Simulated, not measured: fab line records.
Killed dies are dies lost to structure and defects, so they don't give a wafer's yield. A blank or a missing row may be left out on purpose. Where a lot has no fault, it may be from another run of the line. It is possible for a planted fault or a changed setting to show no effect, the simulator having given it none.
Which tool was responsible? / flow sky130 / 33 wafers from 11 lots sampled at 4 of the route's 708 steps

WHAT THE GAUGES SHOWED, per wafer
SKY_VIA4_THK_MEAS_01. Usual: VIA4_HDPCVD_THK typically reads 1747 nm, with standard deviation 17.
lot=L595; measured=day 41 19:15; on=film metro-04; VIA4_HDPCVD_THK (nm)=1757 1742 1735; flag=
lot=L596; measured=day 42 04:24; on=film metro-01; VIA4_HDPCVD_THK (nm)=1764 1763 1743; flag=
lot=L597; measured=day 42 12:40; on=film metro-01; VIA4_HDPCVD_THK (nm)=1723 1704 1761; flag=
lot=L605; measured=day 44 18:34; on=film metro-01; VIA4_HDPCVD_THK (nm)=1716 1464 1752; flag=OFF
lot=L607; measured=day 45 06:16; on=film metro-03; VIA4_HDPCVD_THK (nm)=1490 1486 1744; flag=OFF
lot=L608; measured=day 45 09:47; on=film metro-04; VIA4_HDPCVD_THK (nm)=1773 1749 1760; flag=
lot=L609; measured=day 45 22:17; on=film metro-01; VIA4_HDPCVD_THK (nm)=1774 1755 1753; flag=
lot=L612; measured=day 46 14:30; on=film metro-01; VIA4_HDPCVD_THK (nm)=1752 1747 1757; flag=
lot=L616; measured=day 47 15:20; on=film metro-03; VIA4_HDPCVD_THK (nm)=1739 1742 1744; flag=
lot=L617; measured=day 47 17:11; on=film metro-04; VIA4_HDPCVD_THK (nm)=1742 1743 1737; flag=
lot=L618; measured=day 48 05:05; on=film metro-01; VIA4_HDPCVD_THK (nm)=1729 1750 1724; flag=

SKY_VIA4_OVL_MEAS_11. Usual: VIA4_OVL typically reads 1.2 nm, with standard deviation 1.3.
lot=L595; measured=day 42 18:16; on=overlay-01; VIA4_OVL (nm)=-0.2 0.0 -1.0; flag=
lot=L596; measured=day 43 04:01; on=overlay-01; VIA4_OVL (nm)=2.1 1.3 1.2; flag=
lot=L597; measured=day 43 12:48; on=overlay-01; VIA4_OVL (nm)=1.7 1.8 0.9; flag=
lot=L605; measured=day 45 17:23; on=overlay-01; VIA4_OVL (nm)=2.5 1.2 1.5; flag=
lot=L607; measured=day 46 03:56; on=overlay-01; VIA4_OVL (nm)=0.6 0.9 0.5; flag=
lot=L608; measured=day 46 06:54; on=overlay-01; VIA4_OVL (nm)=0.4 0.4 -0.2; flag=
lot=L609; measured=day 46 19:16; on=overlay-02; VIA4_OVL (nm)=2.5 2.8 2.3; flag=
lot=L612; measured=day 47 11:05; on=overlay-02; VIA4_OVL (nm)=1.8 0.1 1.7; flag=
lot=L616; measured=day 48 10:55; on=overlay-01; VIA4_OVL (nm)=3.3 2.3 0.5; flag=
lot=L617; measured=day 48 12:05; on=overlay-02; VIA4_OVL (nm)=2.6 1.5 2.5; flag=
lot=L618; measured=day 48 23:56; on=overlay-01; VIA4_OVL (nm)=-0.1 1.0 0.8; flag=

TOOL THAT RAN EACH LOT (tool first, then ch and the chambers of the sampled wafers, then the start)
lot=L595; SKY_VIA3_SPUTTER_20=pvd sputter-03, day 39 15:44; SKY_VIA4_HDPCVD_00=hdpcvd-01 ch 0,1,2, day 41 19:05
lot=L596; SKY_VIA3_SPUTTER_20=pvd sputter-03, day 40 01:34; SKY_VIA4_HDPCVD_00=hdpcvd-02 ch 0,2, day 42 04:13
lot=L597; SKY_VIA3_SPUTTER_20=pvd sputter-02, day 40 10:37; SKY_VIA4_HDPCVD_00=hdpcvd-01 ch 0,1, day 42 12:28
lot=L605; SKY_VIA3_SPUTTER_20=pvd sputter-02, day 42 16:41; SKY_VIA4_HDPCVD_00=hdpcvd-01 ch 0,1, day 44 18:23
lot=L607; SKY_VIA3_SPUTTER_20=pvd sputter-02, day 43 05:58; SKY_VIA4_HDPCVD_00=hdpcvd-01 ch 0,1, day 45 06:05
lot=L608; SKY_VIA3_SPUTTER_20=pvd sputter-02, day 43 09:16; SKY_VIA4_HDPCVD_00=hdpcvd-02 ch 0,1,2, day 45 09:36
lot=L609; SKY_VIA3_SPUTTER_20=pvd sputter-03, day 43 22:50; SKY_VIA4_HDPCVD_00=hdpcvd-02 ch 0,1,2, day 45 22:06
lot=L612; SKY_VIA3_SPUTTER_20=pvd sputter-03, day 44 16:23; SKY_VIA4_HDPCVD_00=hdpcvd-02 ch 1,2, day 46 14:19
lot=L616; SKY_VIA3_SPUTTER_20=pvd sputter-03, day 45 20:02; SKY_VIA4_HDPCVD_00=hdpcvd-02 ch 0,1,2, day 47 15:08
lot=L617; SKY_VIA3_SPUTTER_20=pvd sputter-02, day 45 21:13; SKY_VIA4_HDPCVD_00=hdpcvd-02 ch 0,1,2, day 47 17:00
lot=L618; SKY_VIA3_SPUTTER_20=pvd sputter-02, day 46 09:46; SKY_VIA4_HDPCVD_00=hdpcvd-01 ch 1,2, day 48 04:54
- SKY_VIA3_SPUTTER_20: material TiN, target thk 20 nm, time 80 s.
- SKY_VIA4_HDPCVD_00: deposits SiO2, target thk 1750 nm, time 291.7 s.

AS READ BY THE TOOLS THEMSELVES (means over the sampled wafers that have a number; for cases with no such wafer, the mark the record gives instead)
SKY_VIA3_SPUTTER_20. Usual: chamber pressure pa 5.001 Pa, standard deviation 0.011; throttle valve pct 29.8 %, standard deviation 1.1.
lot=L595; tool=pvd sputter-03; chamber pressure pa (Pa)=5.011; throttle valve pct (%)=31.1; flag=
lot=L596; tool=pvd sputter-03; chamber pressure pa (Pa)=5.000; throttle valve pct (%)=31.2; flag=
lot=L597; tool=pvd sputter-02; chamber pressure pa (Pa)=5.000; throttle valve pct (%)=28.4; flag=
lot=L605; tool=pvd sputter-02; chamber pressure pa (Pa)=5.000; throttle valve pct (%)=28.9; flag=
lot=L607; tool=pvd sputter-02; chamber pressure pa (Pa)=4.994; throttle valve pct (%)=29.7; flag=
lot=L608; tool=pvd sputter-02; chamber pressure pa (Pa)=4.999; throttle valve pct (%)=28.6; flag=
lot=L609; tool=pvd sputter-03; chamber pressure pa (Pa)=4.997; throttle valve pct (%)=30.4; flag=
lot=L612; tool=pvd sputter-03; chamber pressure pa (Pa)=4.996; throttle valve pct (%)=31.0; flag=
lot=L616; tool=pvd sputter-03; chamber pressure pa (Pa)=4.997; throttle valve pct (%)=30.3; flag=
lot=L617; tool=pvd sputter-02; chamber pressure pa (Pa)=5.007; throttle valve pct (%)=29.1; flag=
lot=L618; tool=pvd sputter-02; chamber pressure pa (Pa)=4.993; throttle valve pct (%)=29.3; flag=

SKY_VIA4_HDPCVD_00. Usual: run length s at 319.0 s, with a standard deviation of 0.48.
lot=L595; tool=hdpcvd-01; run length s (s)=319.0; flag=
lot=L596; tool=hdpcvd-02; run length s (s)=318.8; flag=
lot=L597; tool=hdpcvd-01; run length s (s)=318.8; flag=
lot=L605; tool=hdpcvd-01; run length s (s)=303.2; flag=OFF
lot=L607; tool=hdpcvd-01; run length s (s)=287.4; flag=OFF
lot=L608; tool=hdpcvd-02; run length s (s)=319.2; flag=
lot=L609; tool=hdpcvd-02; run length s (s)=318.8; flag=
lot=L612; tool=hdpcvd-02; run length s (s)=319.2; flag=
lot=L616; tool=hdpcvd-02; run length s (s)=319.1; flag=
lot=L617; tool=hdpcvd-02; run length s (s)=318.8; flag=
lot=L618; tool=hdpcvd-01; run length s (s)=318.9; flag=

THE ANSWER, worked out from the rows above alone
Rule: a lot counts as off when the mean over its wafers that have a number is more than 3 standard deviations away from the usual mean. Also off: a lot with no number at a reading for which 4 or more lots have one. All remaining lots with rows at the step are treated as sound. First the gauges in route order, then the tools' own readings, where a lot's mean is used as printed above. At the first step where some lot is off, the reading lying furthest off is the one used; lots without a number count as furthest.
Off: L605, L607, at SKY_VIA4_THK_MEAS_01 (VIA4_HDPCVD_THK).
A tool fits if, at a process step before that reading, it ran every lot that is off, and no sound lot after the first of them. Not tried: the gauges at SKY_VIA4_THK_MEAS_01; whatever is off there is also off at SKY_VIA4_HDPCVD_00, on other tools, and gauge error can't account for it. No candidate that was tried fits.

WHAT WAS PUT IN BY THE SIMULATOR
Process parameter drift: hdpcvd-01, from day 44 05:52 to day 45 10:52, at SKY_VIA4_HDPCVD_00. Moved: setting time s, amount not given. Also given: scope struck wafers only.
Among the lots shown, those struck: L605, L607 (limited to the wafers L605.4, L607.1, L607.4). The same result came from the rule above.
